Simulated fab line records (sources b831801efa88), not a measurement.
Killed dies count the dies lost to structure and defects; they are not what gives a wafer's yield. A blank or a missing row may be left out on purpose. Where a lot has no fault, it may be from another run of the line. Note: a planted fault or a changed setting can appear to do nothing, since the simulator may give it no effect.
Which of the tools did it? :: flow sfqLine :: 39 wafers from 13 lots sampled at 2 of the route's 325 steps

## WHAT EACH GAUGE READ, for each wafer
SFQ_I4_BOW_MEAS_927. Usual: for I4_BOW the level is 2 um and the standard deviation is 9.4.
lot: L122
measured: day 38 05:53
on: filmMetro-02
I4_BOW (um): 12 10 25
flag: 

lot: L123
measured: day 49 07:52
on: filmMetro-03
I4_BOW (um): 1 -2 -1
flag: 

lot: L125
measured: day 49 10:50
on: filmMetro-04
I4_BOW (um): 4 6 2
flag: 

lot: L128
measured: day 50 05:49
on: filmMetro-03
I4_BOW (um): 2 0 10
flag: 

lot: L131
measured: day 50 20:49
on: filmMetro-03
I4_BOW (um): 8 -2 0 - - -
flag: 

lot: L134
measured: day 51 14:51
on: filmMetro-03
I4_BOW (um): 5 14 22 - - -
flag: 

lot: L136
measured: day 52 06:53
on: filmMetro-03
I4_BOW (um): 2 -1 -2
flag: 

lot: L139
measured: day 53 03:53
on: filmMetro-02
I4_BOW (um): 9 4 22
flag: 

lot: L140
measured: day 53 06:53
on: filmMetro-04
I4_BOW (um): 6 15 -6
flag: 

lot: L142
measured: day 53 16:36
on: filmMetro-03
I4_BOW (um): -12 -10 -3
flag: 

lot: L143
measured: day 55 07:10
on: filmMetro-04
I4_BOW (um): 5 -8 -2
flag: 

lot: L144
measured: day 55 22:57
on: filmMetro-02
I4_BOW (um): 2 -9 -21
flag: 

lot: L145
measured: day 56 11:18
on: filmMetro-02
I4_BOW (um): 1 -7 -5
flag: 

## WHAT TOOL EACH LOT RAN ON (gives the tool, then ch and the chambers of the sampled wafers, and finally the start)
lot: L122
SFQ_TRILAYER_I4_CMP_CMP_100: cmp-02 ch 1,2, day 38 02:49

lot: L123
SFQ_TRILAYER_I4_CMP_CMP_100: cmp-02 ch 0,1,3, day 49 04:50

lot: L125
SFQ_TRILAYER_I4_CMP_CMP_100: cmp-02 ch 0,1,3, day 49 07:50

lot: L128
SFQ_TRILAYER_I4_CMP_CMP_100: cmp-02 ch 0,1,2, day 50 03:49

lot: L131
SFQ_TRILAYER_I4_CMP_CMP_100: cmp-02 ch 0,1, day 50 17:49

lot: L134
SFQ_TRILAYER_I4_CMP_CMP_100: cmp-02 ch 0,2,3, day 51 11:49

lot: L136
SFQ_TRILAYER_I4_CMP_CMP_100: cmp-01 ch 0,2, day 52 04:23

lot: L139
SFQ_TRILAYER_I4_CMP_CMP_100: cmp-01 ch 0,3, day 53 01:23

lot: L140
SFQ_TRILAYER_I4_CMP_CMP_100: cmp-01 ch 1,2,3, day 53 03:53

lot: L142
SFQ_TRILAYER_I4_CMP_CMP_100: cmp-01 ch 0,2,3, day 53 13:35

lot: L143
SFQ_TRILAYER_I4_CMP_CMP_100: cmp-01 ch 2,3, day 55 04:07

lot: L144
SFQ_TRILAYER_I4_CMP_CMP_100: cmp-01 ch 2,3, day 55 20:25

lot: L145
SFQ_TRILAYER_I4_CMP_CMP_100: cmp-02 ch 0,1,3, day 56 08:47
- SFQ_TRILAYER_I4_CMP_CMP_100: polishes SiO2.

## WHAT THE TOOLS THEMSELVES READ (means of the sampled wafers that have a number; where no wafer has one, the mark that the record gives instead)
SFQ_TRILAYER_I4_CMP_CMP_100. Usual: edgeZonePressureFrac 1.000, standard deviation 0.005; motorCurrentA 10.1 A, standard deviation 1.2; slurryFilterDpKPa 13.51 kPa, standard deviation 0.14; timeToEndpointS 212 s, standard deviation 7.3.
lot: L122
tool: cmp-02
edgeZonePressureFrac: 1.002
motorCurrentA (A): 10.7
slurryFilterDpKPa (kPa): 13.54
timeToEndpointS (s): 209
flag: 

lot: L123
tool: cmp-02
edgeZonePressureFrac: 1.000
motorCurrentA (A): 9.8
slurryFilterDpKPa (kPa): 13.58
timeToEndpointS (s): 221
flag: 

lot: L125
tool: cmp-02
edgeZonePressureFrac: 0.997
motorCurrentA (A): 9.8
slurryFilterDpKPa (kPa): 13.55
timeToEndpointS (s): 216
flag: 

lot: L128
tool: cmp-02
edgeZonePressureFrac: 0.999
motorCurrentA (A): 10.6
slurryFilterDpKPa (kPa): 13.63
timeToEndpointS (s): 212
flag: 

lot: L131
tool: cmp-02
edgeZonePressureFrac: 0.999
motorCurrentA (A): 11.2
slurryFilterDpKPa (kPa): 13.53
timeToEndpointS (s): 213
flag: 

lot: L134
tool: cmp-02
edgeZonePressureFrac: 1.004
motorCurrentA (A): 9.7
slurryFilterDpKPa (kPa): 13.62
timeToEndpointS (s): 216
flag: 

lot: L136
tool: cmp-01
edgeZonePressureFrac: 1.002
motorCurrentA (A): 10.7
slurryFilterDpKPa (kPa): 13.50
timeToEndpointS (s): 210
flag: 

lot: L139
tool: cmp-01
edgeZonePressureFrac: 0.997
motorCurrentA (A): 10.4
slurryFilterDpKPa (kPa): 13.34
timeToEndpointS (s): 221
flag: 

lot: L140
tool: cmp-01
edgeZonePressureFrac: 0.998
motorCurrentA (A): 10.3
slurryFilterDpKPa (kPa): 13.44
timeToEndpointS (s): 209
flag: 

lot: L142
tool: cmp-01
edgeZonePressureFrac: 1.000
motorCurrentA (A): 10.3
slurryFilterDpKPa (kPa): 13.47
timeToEndpointS (s): 212
flag: 

lot: L143
tool: cmp-01
edgeZonePressureFrac: 0.998
motorCurrentA (A): 10.6
slurryFilterDpKPa (kPa): 13.57
timeToEndpointS (s): 214
flag: 

lot: L144
tool: cmp-01
edgeZonePressureFrac: 1.002
motorCurrentA (A): 10.6
slurryFilterDpKPa (kPa): 13.55
timeToEndpointS (s): 221
flag: 

lot: L145
tool: cmp-02
edgeZonePressureFrac: 0.998
motorCurrentA (A): 10.1
slurryFilterDpKPa (kPa): 13.58
timeToEndpointS (s): 210
flag: 

## THE ANSWER, worked out from the rows above alone
Rule: lot off if the mean of its wafers having a number is beyond 3 standard deviations from the usual mean. A lot without any number at a reading at which 4 lots or more have one is off too. The other lots that the step has rows for count as sound. After the gauges, taken in route order, come the tools' own readings; for these a lot's mean is taken, as printed above. At the first step where some lot is off, the reading lying furthest off is the one used; lots without a number count as furthest.
No lot is off on any of the readings shown, so nothing can be concluded from this.

## WHAT THE SIMULATOR HAD INSERTED
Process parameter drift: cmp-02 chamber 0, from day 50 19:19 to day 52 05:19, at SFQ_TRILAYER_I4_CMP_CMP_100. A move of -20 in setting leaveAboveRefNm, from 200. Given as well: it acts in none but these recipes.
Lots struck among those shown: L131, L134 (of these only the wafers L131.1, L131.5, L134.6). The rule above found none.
